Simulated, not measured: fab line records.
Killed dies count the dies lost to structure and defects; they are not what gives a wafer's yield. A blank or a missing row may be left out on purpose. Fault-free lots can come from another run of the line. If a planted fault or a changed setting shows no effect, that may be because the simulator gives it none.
Struck lot and sound lot, side by side / flow sky130 / 19 steps out of a route of 708
Sound: wafers L742.1, L742.3, L742.6. Wafers L743.1, L743.4, L743.6 were the ones struck. The cause is given at the end.
Order at every step that has rows: each side's tool, ch and its chambers, its first start. Under that, the readings that differ: sound wafers / struck wafers / difference of the means / sigmas: that difference in standard deviations of wafers without a fault.
alike: readings with means less than 2 such deviations apart, plus words and numbers identical on both sides. not compared: withheld readings, readings lacking a value on some wafer, bounds such as >300 that could conceal the same value, and numbers that have no deviation in the record and whose values overlap.
The two part at a step that has a row with sigmas, a row that says differs or no value, or rows on one side only. When numbers do not overlap yet have no deviation, they are printed without sigmas and do not part them. A reading missing from all wafers of one side parts the sides only when that side holds two or more wafers.

first, 3 steps without rows for these wafers: SKY_SD_P_EXPOSE_04 (exposes mask PSDM, target cd 380 nm); SKY_SD_P_PEB_05; SKY_SD_P_DEVELOP_06 (develop time 60 s).
SKY_SD_P_CD_MEAS_07 targets a cd of 380 nm.
  sound on cd-sem-02 at day 26 13:40; struck on cd-sem-02 at day 26 22:00
  alike: cd-nm
SKY_SD_P_OVL_MEAS_08:
  sound on overlay-01 at day 26 13:47; struck on overlay-01 at day 26 22:07
  alike: SD_P_OVL
after that, 1 step had no rows for these wafers: SKY_SD_P_IMPLANT_09.
SKY_SD_P_STRIP_10: strips in O2/N2.
  sound on plasma-asher-03 ch 0,1, day 26 13:58; struck on plasma-asher-01 ch 1, day 26 22:19
  alike: chamber-pressure-mTorr, drypump-motor-current-A, oes-product-au, strip-time-to-endpoint-s
  not compared: rf-hours-counter-h
SKY_SD_P_TW_MEAS_11:
  sound on film-metro-01 at day 26 14:04; struck on film-metro-02 at day 26 22:25
  alike: SD_P_TW
then, 4 steps without rows for these wafers: SKY_RES_XHIGH_DEHYDRATE_00 (time 60 s); SKY_RES_XHIGH_HMDS_01 (prime time 60 s); SKY_RES_XHIGH_COAT_02 (resist thk 1140 nm); SKY_RES_XHIGH_SOFTBAKE_03 (time 60 s).
SKY_RES_XHIGH_EXPOSE_04: exposes mask URPM, target cd 1270 nm.
  struck on iline-stepper-02, day 27 12:12; sound on iline-stepper-02 ch 0, day 27 04:03
  no value came back on the struck wafers for exposure-dose-mJ-cm2, focus-offset-nm (nm); on the sound wafers exposure-dose-mJ-cm2 reads 140.17 140.09 140.21
  alike: mask
then, 3 steps without rows for these wafers: SKY_RES_XHIGH_PEB_05; SKY_RES_XHIGH_DEVELOP_06 (develop time 60 s); SKY_RES_XHIGH_IMPLANT_07.
SKY_RES_XHIGH_STRIP_08: strips in O2/N2.
  sound on plasma-asher-02 ch 0,1, day 27 18:57; struck on plasma-asher-04 ch 0,1, day 28 03:09
  alike: chamber-pressure-mTorr, drypump-motor-current-A, oes-product-au, strip-time-to-endpoint-s
  not compared: rf-hours-counter-h
SKY_RES_XHIGH_TW_MEAS_09:
  sound on film-metro-03 at day 27 19:03; struck on film-metro-01 at day 28 03:15
reading=RES_XHIGH_TW; sound=1656 1652 1653; struck=30 30 30; difference=-1624; sigmas=-99 or more
then, 1 step without rows for these wafers: SKY_SD_N_DEHYDRATE_00 (time 60 s).

WHERE THEY PART
First at SKY_RES_XHIGH_EXPOSE_04; last, within this record, at SKY_RES_XHIGH_TW_MEAS_09.

WHY: whatever the simulator had introduced
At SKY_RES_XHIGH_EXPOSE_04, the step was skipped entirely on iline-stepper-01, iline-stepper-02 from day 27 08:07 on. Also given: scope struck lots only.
